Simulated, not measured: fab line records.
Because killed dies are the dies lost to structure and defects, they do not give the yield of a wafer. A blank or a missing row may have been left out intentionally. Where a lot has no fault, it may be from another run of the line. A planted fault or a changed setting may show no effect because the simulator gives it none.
fab line records -- flow sfq_line
record: lots: 15, wafers: 45, last_day: 100
route steps=325 shown I0@54 I1@86 I2@111 I7@306
lots that met no fault: from a run of the same line without faults
start_h: hours from the record's first day to the start of the lot's first wafer shown -- wait_h: hours elapsed since this lot's preceding step -- " repeats the value in the row above -- L1.1+2: one row covering several wafers at once -- - value missing, or start not given -- * or withheld: withheld -- < > ~ a bound
route shown NAME@n: a module of which the file shows steps, and the number in the route of the first -- usual: mean and standard deviation over wafers with no fault -- same: alike in all rows -- chamber/n: place in a boat -- sites: the reading at each site -- _std_site: standard deviation of those values -- _edge_site: mean of outer sites minus mean of inner sites -- radius_mm: for every site, how far away it sits from the centre of the wafer -- mask NAME#n: copy n -- behind: tool/chamber where the wafer was last shaped -- hold: cause of the lot's hold/its duration in hours/its outcome -- device: transistor that didn't switch, given as n, p or np -- end of line: the same wafers' tests at the end of the route -- a step given without rows: its recipe and nothing more -- killed: the dies lost at the first sort to structure and to defects; this is not the yield of the wafer -- map: dies across one wafer; x = killed, . = not, _ = none there
set.NAME: setting as actually run; set.NAME@STEP: the setting as run at that earlier step -- model.NAME: the simulator's own value behind a step, which no gauge read
route steps across a sampled set of lots; one table per step, one row per wafer
services: a tool's chamber out of use, with start hour (start_h, from the record's first day; less than 0 if before it), hours out, and reason
== steps ==
step: SFQ_TRILAYER_I0_VIA_BARC_OPEN_VIA_ETCH_046
recipe: mask_material: PR, chemistry: O2, target_depth_nm: 125, target: BARC, source_w: 500, bias_w: 80, pressure_mtorr: 30, time_s: 41.7
usual: drypump_motor_current_A: 5.8/0.41, oes_product_au: 0.685/0.0049
lot.wafer,tool,chamber,start_h,wait_h,drypump_motor_current_A,oes_product_au,rf_hours_counter_h
L816.1,rie_diel-01,1,423.21,0.0,6.1,0.690,11
L816.3,rie_diel-01,3,423.21,0.0,5.2,0.683,0
L816.5,rie_diel-01,2,423.21,0.0,5.4,0.687,-
L817.2,rie_diel-02,2,426.81,0.0,6.2,0.676,16
L817.4,rie_diel-02,3,426.81,0.0,5.5,0.689,0
L817.6,rie_diel-02,1,426.81,0.0,5.6,0.687,-
L818.2,rie_diel-01,0,432.93,0.0,5.9,0.674,74
L818.3,rie_diel-01,2,432.93,0.0,5.4,0.677,106
L818.6,rie_diel-01,1,432.93,0.0,6.1,0.684,-
L819.2,rie_diel-04,3,450.48,0.0,5.7,0.686,41
L819.4,rie_diel-04,0,450.48,0.0,6.2,0.674,-
L819.6,rie_diel-04,1,450.48,0.0,6.1,0.681,-
L820.1,rie_diel-04,1,462.48,0.0,6.0,0.683,45
L820.4,rie_diel-04,0,462.48,0.0,6.2,0.683,-
L820.5,rie_diel-04,3,462.48,0.0,5.7,0.682,-
L821.1,rie_diel-01,2,486.48,0.0,5.4,0.689,1
L821.4,rie_diel-01,0,486.48,0.0,5.9,0.692,75
L821.5,rie_diel-01,3,486.48,0.0,5.2,0.685,-
L822.1,rie_diel-01,2,494.88,0.0,5.4,0.696,1
L822.3,rie_diel-01,0,494.88,0.0,5.9,0.684,75
L822.5,rie_diel-01,1,494.88,0.0,6.1,0.687,-
L829.1,rie_diel-02,1,557.41,0.0,5.6,0.685,77
L829.2,rie_diel-02,0,557.41,0.0,6.7,0.681,51
L829.5,rie_diel-02,1,557.41,0.0,5.6,0.684,-
L830.2,rie_diel-02,2,567.13,0.0,6.2,0.690,18
L830.3,rie_diel-02,1,567.13,0.0,5.6,0.677,77
L830.4,rie_diel-02,0,567.13,0.0,6.7,0.697,51
L831.1,rie_diel-04,2,582.86,0.0,5.6,0.687,5
L831.5,rie_diel-04,2,582.86,0.0,5.6,0.678,-
L831.6,rie_diel-04,1,582.86,0.0,6.0,0.679,-
L832.1,rie_diel-01,1,586.46,0.0,6.1,0.693,14
L832.4,rie_diel-01,0,586.46,0.0,5.9,0.697,77
L832.6,rie_diel-01,1,586.46,0.0,6.1,0.674,-
L833.3,rie_diel-02,0,594.86,0.0,6.7,0.680,51
L833.5,rie_diel-02,2,594.86,0.0,6.1,0.686,-
L833.6,rie_diel-02,1,594.86,0.0,5.6,0.693,-
L836.2,rie_diel-04,2,609.55,0.0,5.6,0.688,6
L836.3,rie_diel-04,1,609.55,0.0,6.0,0.689,48
L836.4,rie_diel-04,3,609.55,0.0,5.7,0.675,43
L837.1,rie_diel-01,2,629.63,0.0,5.4,0.691,3
L837.4,rie_diel-01,0,629.63,0.0,5.9,0.675,0
L837.5,rie_diel-01,1,629.63,0.0,6.1,0.688,-
L838.1,rie_diel-02,2,639.00,0.0,6.1,0.689,19
L838.3,rie_diel-02,1,639.00,0.0,5.6,0.691,0
L838.6,rie_diel-02,1,639.00,0.0,5.6,0.695,-
step: SFQ_TRILAYER_I1_VIA_STRIP_STRIP_053
recipe: gas: O2, power_w: 200, platen_temp_c: 40, overash_fraction: 0.65, chemistry: O2, pressure_mtorr: 50
usual: drypump_motor_current_A: 6.0/0.42, oes_product_au: 1.004/0.0075
lot.wafer,tool,chamber,start_h,wait_h,drypump_motor_current_A,oes_product_au,rf_hours_counter_h
L816.1,rie_metal-01,0,754.35,-,5.8,1.012,60
L816.3,rie_metal-01,1,754.35,-,5.5,1.007,-
L816.5,rie_metal-01,0,754.35,-,5.8,1.002,-
L817.2,rie_metal-02,0,764.29,-,5.6,1.001,123
L817.4,rie_metal-02,0,764.29,-,5.6,0.999,-
L817.6,rie_metal-02,1,764.29,-,6.4,1.010,-
L818.2,rie_metal-04,0,769.09,-,6.7,1.012,18
L818.3,rie_metal-04,0,769.09,-,6.7,1.018,-
L818.6,rie_metal-04,0,769.09,-,6.7,1.006,-
L819.2,rie_metal-04,1,776.55,-,6.1,0.991,58
L819.4,rie_metal-04,1,776.55,-,6.1,1.000,-
L819.6,rie_metal-04,1,776.55,-,6.1,0.989,-
L820.1,rie_metal-02,0,793.03,-,5.6,1.009,127
L820.4,rie_metal-02,1,793.03,-,6.3,1.012,-
L820.5,rie_metal-02,0,793.03,-,5.6,1.006,-
L821.1,rie_metal-01,0,811.03,-,5.8,0.995,69
L821.4,rie_metal-01,1,811.03,-,5.5,0.990,-
L821.5,rie_metal-01,1,811.03,-,5.5,0.995,-
L822.1,rie_metal-04,0,819.43,-,6.7,1.005,25
L822.3,rie_metal-04,1,819.43,-,6.1,1.001,-
L822.5,rie_metal-04,0,819.43,-,6.7,1.002,-
L829.1,rie_metal-01,0,892.48,-,5.8,1.009,78
L829.2,rie_metal-01,1,892.48,-,5.5,0.996,42
L829.5,rie_metal-01,0,892.48,-,5.8,1.005,-
L830.2,rie_metal-04,1,896.08,-,6.1,1.013,74
L830.3,rie_metal-04,0,896.08,-,6.7,1.009,-
L830.4,rie_metal-04,1,896.08,-,6.1,1.013,-
L831.1,rie_metal-02,1,903.28,-,6.3,1.014,42
L831.5,rie_metal-02,1,903.28,-,6.3,1.012,-
L831.6,rie_metal-02,0,903.28,-,5.6,1.000,-
L832.1,rie_metal-01,0,905.68,-,5.9,0.990,79
L832.4,rie_metal-01,1,905.68,-,5.5,0.997,-
L832.6,rie_metal-01,0,905.68,-,5.9,1.001,-
L833.3,rie_metal-01,0,921.60,-,5.8,1.011,-
L833.5,rie_metal-01,1,921.60,-,5.5,0.999,-
L833.6,rie_metal-01,0,921.60,-,5.8,1.005,-
L836.2,rie_metal-01,0,932.20,-,5.8,1.012,82
L836.3,rie_metal-01,0,932.20,-,5.8,1.003,-
L836.4,rie_metal-01,1,932.20,-,5.5,1.007,-
L837.1,rie_metal-02,1,965.48,-,6.4,1.013,49
L837.4,rie_metal-02,0,965.48,-,5.6,0.996,-
L837.5,rie_metal-02,1,965.48,-,6.3,1.021,-
L838.1,rie_metal-02,1,976.37,-,6.4,1.018,50
L838.3,rie_metal-02,0,976.37,-,5.6,1.006,-
L838.6,rie_metal-02,0,976.37,-,5.6,0.999,-
step: SFQ_TRILAYER_I2_VIA_LITHO_PEB_070
recipe: peb_temp_c: 115, peb_time_s: 60, resist: KrF
usual: heater_power_total_W: 79.16/0.065, plate_temp_C: 115.02/0.14
lot.wafer,tool,chamber,start_h,wait_h,heater_power_total_W,plate_temp_C
L816.1,litho_track-01,0,1064.57,1.0,79.21,114.89
L816.3,litho_track-01,0,1064.57,1.0,79.17,114.86
L816.5,litho_track-01,0,1064.57,1.0,79.18,115.00
L817.2,litho_track-04,0,1070.59,0.8,79.14,114.79
L817.4,litho_track-04,0,1070.59,0.8,79.16,114.81
L817.6,litho_track-04,0,1070.59,0.8,79.11,115.12
L818.2,litho_track-01,0,1076.59,0.8,79.21,114.97
L818.3,litho_track-01,0,1076.59,0.8,79.15,115.00
L818.6,litho_track-01,0,1076.59,0.8,79.19,114.96
L819.2,litho_track-02,0,1083.79,0.8,79.12,114.92
L819.4,litho_track-02,0,1083.79,0.8,79.11,115.09
L819.6,litho_track-02,0,1083.79,0.8,79.15,114.94
L820.1,litho_track-01,0,1096.90,1.0,79.14,115.22
L820.4,litho_track-01,0,1096.90,1.0,79.23,115.12
L820.5,litho_track-01,0,1096.90,1.0,79.14,115.14
L821.1,litho_track-02,0,1131.10,1.0,79.10,115.00
L821.4,litho_track-02,0,1131.10,1.0,79.24,115.11
L821.5,litho_track-02,0,1131.10,1.0,79.07,115.02
L822.1,litho_track-04,0,1138.30,1.0,79.19,114.88
L822.3,litho_track-04,0,1138.30,1.0,79.12,115.03
L822.5,litho_track-04,0,1138.30,1.0,79.22,114.79
L829.1,litho_track-02,0,1199.73,1.0,79.16,115.04
L829.2,litho_track-02,0,1199.73,1.0,79.19,115.06
L829.5,litho_track-02,0,1199.73,1.0,79.19,115.14
L830.2,litho_track-04,0,1203.36,0.8,77.53,113.32
L830.3,litho_track-04,0,1203.36,0.8,77.64,113.37
L830.4,litho_track-04,0,1203.36,0.8,77.70,113.23
L831.1,litho_track-04,0,1210.53,1.0,77.62,113.42
L831.5,litho_track-04,0,1210.53,1.0,77.62,113.46
L831.6,litho_track-04,0,1210.53,1.0,77.67,113.50
L832.1,litho_track-04,0,1211.73,1.0,77.61,113.18
L832.4,litho_track-04,0,1211.73,1.0,77.63,113.18
L832.6,litho_track-04,0,1211.73,1.0,77.68,113.41
L833.3,litho_track-01,0,1228.58,0.7,79.18,115.20
L833.5,litho_track-01,0,1228.58,0.7,79.16,115.22
L833.6,litho_track-01,0,1228.58,0.7,79.01,115.14
L836.2,litho_track-02,0,1244.28,0.8,79.20,115.30
L836.3,litho_track-02,0,1244.28,0.8,79.19,115.24
L836.4,litho_track-02,0,1244.28,0.8,79.15,115.20
L837.1,litho_track-02,0,1264.66,1.0,79.05,115.12
L837.4,litho_track-02,0,1264.66,1.0,79.21,114.92
L837.5,litho_track-02,0,1264.66,1.0,79.19,114.94
L838.1,litho_track-02,0,1274.26,1.0,79.15,115.16
L838.3,litho_track-02,0,1274.26,1.0,79.15,115.25
L838.6,litho_track-02,0,1274.26,1.0,79.17,115.20
step: SFQ_I7_OVL_MEAS_947
usual: I7_OVL: -4/5.6
lot.wafer,tool,chamber,start_h,wait_h,I7_OVL[nm]
L816.1,overlay-02,-,1949.34,0.1,4
L816.3,overlay-02,-,1949.34,0.1,7
L816.5,overlay-02,-,1949.34,0.1,-1
L817.2,overlay-02,-,1952.95,0.1,-4
L817.4,overlay-02,-,1952.95,0.1,1
L817.6,overlay-02,-,1952.95,0.1,-2
L818.2,overlay-02,-,1954.15,0.1,-14
L818.3,overlay-02,-,1954.15,0.1,-9
L818.6,overlay-02,-,1954.15,0.1,-17
L819.2,overlay-02,-,1959.98,0.1,-1
L819.4,overlay-02,-,1959.98,0.1,2
L819.6,overlay-02,-,1959.98,0.1,4
L820.1,overlay-02,-,1961.17,0.1,-5
L820.4,overlay-02,-,1961.17,0.1,-5
L820.5,overlay-02,-,1961.17,0.1,-9
L821.1,overlay-02,-,2033.92,0.1,1
L821.4,overlay-02,-,2033.92,0.1,-7
L821.5,overlay-02,-,2033.92,0.1,-4
L822.1,overlay-02,-,2126.47,0.1,-11
L822.3,overlay-02,-,2126.47,0.1,-13
L822.5,overlay-02,-,2126.47,0.1,-11
L829.1,overlay-01,-,2287.62,0.1,-6
L829.2,overlay-01,-,2287.62,0.1,-8
L829.5,overlay-01,-,2287.62,0.1,-5
L830.2,overlay-02,-,2297.39,0.1,3
L830.3,overlay-02,-,2297.39,0.1,-10
L830.4,overlay-02,-,2297.39,0.1,-3
L831.1,overlay-02,-,2299.78,0.1,-1
L831.5,overlay-02,-,2299.78,0.1,-2
L831.6,overlay-02,-,2299.78,0.1,-3
L832.1,overlay-01,-,2300.98,0.1,-7
L832.4,overlay-01,-,2300.98,0.1,-3
L832.6,overlay-01,-,2300.98,0.1,-4
L833.3,overlay-01,-,2309.07,0.1,-3
L833.5,overlay-01,-,2309.07,0.1,-2
L833.6,overlay-01,-,2309.07,0.1,-1
L836.2,overlay-02,-,2323.46,0.1,-12
L836.3,overlay-02,-,2323.46,0.1,-11
L836.4,overlay-02,-,2323.46,0.1,-13
L837.1,overlay-01,-,2329.46,0.1,-3
L837.4,overlay-01,-,2329.46,0.1,-5
L837.5,overlay-01,-,2329.46,0.1,-4
L838.1,overlay-01,-,2336.66,0.1,-8
L838.3,overlay-01,-,2336.66,0.1,-2
L838.6,overlay-01,-,2336.66,0.1,-4
== services ==
tool,chamber,start_h,hours,kind
rie_diel-02,-,418.16,1.4,repair
rie_diel-02,3,496.85,6.2,repair
rie_diel-01,2,511.04,1.9,repair
rie_metal-02,1,525.87,8.2,repair
rie_metal-01,-,629.14,0.4,repair
rie_metal-01,0,651.66,2.6,repair
rie_diel-01,-,653.36,0.5,repair
rie_diel-02,2,672.39,7.2,repair
rie_metal-02,-,673.39,1.9,repair
rie_metal-01,-,676.90,2.6,repair
rie_metal-02,1,686.46,5.0,repair
rie_metal-01,0,693.33,2.5,repair
rie_diel-02,-,766.78,2.4,repair
rie_metal-02,-,794.30,0.2,repair
rie_diel-01,1,821.87,8.3,repair
rie_diel-01,-,850.10,12.1,repair
rie_diel-01,-,860.36,38.2,repair
rie_diel-01,3,892.82,1.2,repair
rie_diel-01,-,915.98,14.6,pm
rie_diel-01,1,1144.31,11.6,repair
rie_diel-01,2,1164.03,30.1,repair
rie_metal-01,1,1224.95,38.9,repair
rie_diel-01,2,1240.52,7.3,repair
rie_diel-01,-,1271.39,2.8,pm
== key ==
first_sign: step: SFQ_TRILAYER_I2_VIA_LITHO_PEB_070, reading: heater_power_total_W, direction: down, sigmas: 23, usual: 79.16, struck: 77.63
effect: step: SFQ_TRILAYER_I2_VIA_LITHO_PEB_070, reading: plate_temp_C, direction: down, sigmas: 12, usual: *, struck: *
met_at SFQ_TRILAYER_I2_VIA_LITHO_PEB_070
struck_lots L830,L831,L832
not_acting_at SFQ_TRILAYER_I0_VIA_BARC_OPEN_VIA_ETCH_046,SFQ_TRILAYER_I1_VIA_STRIP_STRIP_053,SFQ_I7_OVL_MEAS_947
onset_between 1138.30 1203.36
fault: kind: process_parameter_drift, tool: litho_track-04, chamber: -, onset_h: 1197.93, steps: SFQ_TRILAYER_I2_VIA_LITHO_PEB_070, channel: peb_temp_c, offset: *, shape: step, end_h: 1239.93, acts_in: *, stated: *
